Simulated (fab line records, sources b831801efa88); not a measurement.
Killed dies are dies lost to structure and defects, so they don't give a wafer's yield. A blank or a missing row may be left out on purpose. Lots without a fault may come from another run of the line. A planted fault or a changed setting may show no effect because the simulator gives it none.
Which tool did it? | flow sky130 | 12 lots, 36 wafers sampled, at 3 steps of a route of 708

WHAT THE GAUGES READ, wafer by wafer
SKY_POLY_CUT_OVL_MEAS_09.
lot  | measured     | on         | POLY_CUT_OVL (nm)
L797 | day 25 04:18 | overlay-01 | 4 -3 4
L798 | day 25 12:08 | overlay-01 | -1 2 1
L799 | day 26 01:48 | overlay-01 | -2 -4 -2
L801 | day 26 15:42 | overlay-02 | -1 -3 -3
L802 | day 26 17:23 | overlay-01 | 9 5 6
L803 | day 28 02:47 | overlay-01 | -3 2 0
L807 | day 28 17:44 | overlay-01 | -6 -3 3
L811 | day 30 01:25 | overlay-02 | 10 5 11
L814 | day 30 23:28 | overlay-02 | 8 1 6
L816 | day 31 17:53 | overlay-02 | 3 2 1
L817 | day 32 00:15 | overlay-02 | 1 4 0
L818 | day 32 01:32 | overlay-02 | 8 6 0

WHICH TOOL RAN EACH LOT (tool, then ch and the chambers of the sampled wafers, then the start)
lot  | SKY_FIELD_ISO_WET_ETCH_30      | SKY_DNWELL_STRIP_08
L797 | wet_bench-01 ch 0, day 2 20:04 | plasma_asher-01 ch 0,1, day 3 14:53
L798 | wet_bench-03 ch 2, day 3 03:53 | plasma_asher-04 ch 0,1, day 3 21:32
L799 | wet_bench-01 ch 0, day 3 09:10 | plasma_asher-03 ch 0,1, day 4 03:52
L801 | wet_bench-03 ch 0, day 3 19:16 | plasma_asher-01 ch 0,1, day 4 14:26
L802 | wet_bench-02 ch 0, day 3 23:05 | plasma_asher-03 ch 0,1, day 4 18:14
L803 | wet_bench-01 ch 2, day 4 02:01 | plasma_asher-03 ch 0,1, day 4 20:56
L807 | wet_bench-03 ch 3, day 5 00:41 | plasma_asher-01 ch 0, day 5 21:53
L811 | wet_bench-03 ch 1, day 5 21:26 | plasma_asher-03 ch 1, day 6 18:47
L814 | wet_bench-01 ch 2, day 6 15:39 | plasma_asher-03 ch 0,1, day 7 12:55
L816 | wet_bench-01 ch 3, day 7 01:58 | plasma_asher-04 ch 0,1, day 8 01:14
L817 | wet_bench-01 ch 2, day 7 04:07 | plasma_asher-03 ch 0,1, day 8 03:35
L818 | wet_bench-01 ch 3, day 7 10:01 | plasma_asher-03 ch 0,1, day 8 08:22
- SKY_FIELD_ISO_WET_ETCH_30: etches SiO2 in dHF, target depth 25 nm, time 50 s.
- SKY_DNWELL_STRIP_08: strips in O2/N2.

WHAT THE TOOLS THEMSELVES READ (means of the sampled wafers that have a number; where no wafer has one, the mark that the record gives instead)
SKY_FIELD_ISO_WET_ETCH_30.
lot  | tool         | bath_heat_duty_pct (%) | run_length_s (s) | temp_c (C)
L797 | wet_bench-01 | 6.8                    | 77               | 25.11
L798 | wet_bench-03 | 6.2                    | 76               | 25.12
L799 | wet_bench-01 | 7.0                    | 77               | 24.94
L801 | wet_bench-03 | 5.0                    | 84               | 25.03
L802 | wet_bench-02 | 6.2                    | 84               | 24.88
L803 | wet_bench-01 | 6.8                    | 76               | 24.95
L807 | wet_bench-03 | 6.6                    | 113              | 24.92
L811 | wet_bench-03 | 5.8                    | 121              | 25.09
L814 | wet_bench-01 | 6.2                    | 76               | 24.92
L816 | wet_bench-01 | 5.9                    | 75               | 25.11
L817 | wet_bench-01 | 6.6                    | 77               | 25.17
L818 | wet_bench-01 | 6.1                    | 75               | 25.04

SKY_DNWELL_STRIP_08.
lot  | tool            | drypump_motor_current_A (A) | n2_flow_sccm (sccm) | oes_product_au (a.u.) | strip_time_to_endpoint_s (s)
L797 | plasma_asher-01 | 5.4                         | 299.7               | 0.725                 | 36.90
L798 | plasma_asher-04 | 5.3                         | 299.1               | 0.726                 | 36.87
L799 | plasma_asher-03 | 6.0                         | 300.1               | 0.723                 | 36.86
L801 | plasma_asher-01 | 5.3                         | 299.2               | 0.718                 | 36.92
L802 | plasma_asher-03 | 5.9                         | 301.1               | 0.723                 | 36.88
L803 | plasma_asher-03 | 6.0                         | 300.3               | 0.728                 | 36.91
L807 | plasma_asher-01 | 5.6                         | 299.5               | 0.717                 | 36.94
L811 | plasma_asher-03 | 6.1                         | 300.4               | 0.722                 | 36.79
L814 | plasma_asher-03 | 5.8                         | 300.1               | 0.729                 | 36.93
L816 | plasma_asher-04 | 5.3                         | 300.4               | 0.723                 | 37.03
L817 | plasma_asher-03 | 6.0                         | 298.9               | 0.719                 | 36.85
L818 | plasma_asher-03 | 5.8                         | 299.2               | 0.724                 | 36.75

THE ANSWER, worked out from the rows above alone
Rule: what is usual is taken from the lots themselves. Put in order of their means at a reading, lots are off if they are a third of the lots or fewer, leave a main group of 4 or more, and stand apart from it by a gap of 3 or more times the standard deviation of the main group's means; of several such gaps the widest counts. A main group whose means are all the same, to the digits that the tables above print for the reading, isn't used. A lot without any number at a reading at which 4 lots or more have one is off too. The other lots that the step has rows for count as sound. The gauges are gone through in route order, then the tools' own readings, and for those a lot's mean is taken as printed above. The first step at which some lot is off is used, and at that step the reading that is off furthest; a lot without a number counts as furthest.
Off: L807, L811, at SKY_FIELD_ISO_WET_ETCH_30 (run_length_s). The main group: mean 78 s, standard deviation 3.2.
A tool fits if, at that step or a process step before it, it ran every lot that is off, and no sound lot after the first of them. One fits: wet_bench-03 at SKY_FIELD_ISO_WET_ETCH_30. Its last sound lot is L801 (day 3 19:16), its first lot that is off L807 (day 5 00:41): a fault that began between those two fits.
The tool's own readings at SKY_FIELD_ISO_WET_ETCH_30 bear it out: on the lots that are off they differ by more than 5 times the standard deviation of the sound lots' means. run_length_s reads 117 s there against 78 s on the sound lots.

WHAT THE SIMULATOR HAD PUT IN
Process parameter drift: wet_bench-03, from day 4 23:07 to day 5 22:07, at SKY_FIELD_ISO_WET_ETCH_30. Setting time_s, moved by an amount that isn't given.
Lots struck among those shown: L807, L811. The rule above found the same.
